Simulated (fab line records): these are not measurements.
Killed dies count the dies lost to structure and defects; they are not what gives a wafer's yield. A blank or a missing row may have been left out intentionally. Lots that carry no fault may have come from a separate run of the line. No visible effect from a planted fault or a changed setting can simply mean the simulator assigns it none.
Matching of chambers | flow gf180mcu | 4 sister chambers for GF_STI_ETCH_14 on rie si-02
The step etches Si in HBr/Cl2/O2, target depth 360 nm, time 102.9 s. 8 wafers are shown with their chamber, then 8 later ones without.

WAFERS PAIRED WITH THEIR CHAMBERS
wafer  | chamber | drypump motor current A (A) | oes product au (a.u.)
L443.1 | 2       | 4.9                         | 1.003
L448.3 | 3       | 5.4                         | 0.998
L450.1 | 1       | 6.6                         | 0.975
L450.6 | 2       | 5.0                         | 1.000
L458.1 | 3       | 5.4                         | 0.998
L458.2 | 1       | 6.6                         | 0.989
L458.6 | 0       | 6.3                         | 1.003
L460.1 | 0       | 6.3                         | 1.000

WAFERS WITHOUT THEIR CHAMBER
wafer  | drypump motor current A (A) | oes product au (a.u.)
L460.3 | 4.9                         | 1.009
L460.6 | 5.0                         | 1.007
L461.3 | 4.9                         | 1.009
L461.4 | 6.6                         | 0.983
L461.6 | 6.6                         | 0.978
L463.1 | 6.3                         | 1.015
L463.4 | 6.6                         | 0.971
L463.5 | 6.6                         | 0.998

THE CHAMBER EACH PASSED THROUGH
wafer  | from the rows above | in truth
L460.3 | 2                   | 2
L460.6 | 2                   | 2
L461.3 | 2                   | 2
L461.4 | 1                   | 1
L461.6 | 1                   | 1
L463.1 | 0                   | 0
L463.4 | 1                   | 1
L463.5 | 1                   | 1
Correct placement for 8 of the 8. From these rows, 0 cannot be placed. Wrongly placed: 0.
How it was worked out, from the rows above alone: a wafer's distance from a chamber is the root of the sum, over the readings, of the square of ((its reading less the chamber's mean) divided by the reading's scatter). The wafer belongs to the nearest chamber; if the next one is less than 2 further off, it can't be placed. For every chamber, the mean is computed from those of its wafers that are shown. The scatter: take each reading less its chamber's mean, square it, sum over the shown wafers, divide by the number of wafers less the number of chambers, and take the root.
